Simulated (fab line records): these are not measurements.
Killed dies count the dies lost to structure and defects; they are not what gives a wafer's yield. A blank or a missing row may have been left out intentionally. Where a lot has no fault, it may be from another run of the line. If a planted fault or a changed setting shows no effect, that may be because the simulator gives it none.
The same fault as seen by 2 desks -- flow sky130 -- what lay behind the numbers comes last; until then each desk has only its own

== AT THE METROLOGY DESK ==
What the gauges read, lot by lot, whatever tool the lot ran on: means of the sampled wafers that have a number. Marked OUT: a lot whose mean sits more than 4 standard deviations from the usual mean, which makes it out of limits; the brackets give that distance.
Columns: A = GATE_OXIDE_OVL at SKY_GATE_OXIDE_OVL_MEAS_10, usual -0.7 nm; B = GATE_OXIDE_TW at SKY_GATE_OXIDE_TW_MEAS_14, usual 223.3
lot,first seen here,A,B
L307,day 13 09:43,-1.0,224.2
L317,day 17 20:16,-1.9,224.5
L318,day 18 00:29,0.7,220.3
L325,day 20 08:48,0.3,223.0
L327,day 20 18:53,-0.2,225.0
L328,day 21 02:43,0.5,222.8
This desk found nothing out of limits on any of the 6 lots.

== TOOL OWNER'S DESK, furnace-01 ==
The tool's own readings at SKY_GATE_OXIDE_OXIDATION_16 (stabilise 600 s, purge 300 s, target thk 3.57 nm): means of the sampled wafers that have a number, for each lot that ran on this tool. Marked OUT: a lot whose mean sits more than 4 standard deviations from the usual mean, which makes it out of limits; the brackets give that distance. Of its 9 readings 7 are shown: the one that was out of limits first, and those that lie furthest out on some lot.
Columns: A = spike-tc-bottom-C at SKY_GATE_OXIDE_OXIDATION_16, usual 820.8 C; B = spike-tc-centre-C at SKY_GATE_OXIDE_OXIDATION_16, usual 801.2 C; C = spike-tc-lower-C at SKY_GATE_OXIDE_OXIDATION_16, usual 802.2 C; D = spike-tc-top-C at SKY_GATE_OXIDE_OXIDATION_16, usual 813.1 C; E = spike-tc-upper-C at SKY_GATE_OXIDE_OXIDATION_16, usual 800.1 C; F = tube-center-temp-C at SKY_GATE_OXIDE_OXIDATION_16, usual 800 C; G = tube_center_temp_C_max at SKY_GATE_OXIDE_OXIDATION_16, usual 802.0
lot,first seen here,A,B,C,D,E,F,G
L317,day 17 20:47,848.1 (+11) OUT,828.6 (+23) OUT,828.6 (+24) OUT,839.2 (+22) OUT,826.2 (+24) OUT,826 (+99 or more) OUT,827.9 (+81) OUT
L318,day 18 01:16,848.6 (+12) OUT,828.4 (+23) OUT,828.1 (+24) OUT,840.7 (+23) OUT,824.9 (+23) OUT,826 (+99 or more) OUT,827.9 (+81) OUT
L327,day 20 20:10,822.8,801.4,802.5,812.9,799.4,800,801.8
This desk's verdict: out of limits on L317, L318, starting with L317 at day 17 20:47 (spike-tc-bottom-C at SKY_GATE_OXIDE_OXIDATION_16). L327 stayed within limits.

== ALL TOGETHER ==
The tool owner's desk had the chance to raise an alarm at day 17 20:47 on L317, L318.
The metrology desk saw nothing out of limits.
The metrology desk has L317, L318 on record, within its limits.
SKY_GATE_OXIDE_OXIDATION_16 was run on furnace-01 by each of the lots named.

== WHAT THE SIMULATOR HAD INSERTED ==
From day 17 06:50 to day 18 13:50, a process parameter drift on furnace-01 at SKY_GATE_OXIDE_OXIDATION_16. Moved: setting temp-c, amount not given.
Lots struck among those shown: L317, L318.
Each desk's first reading out of limits, in hours after the fault started: the tool owner's desk, 14.
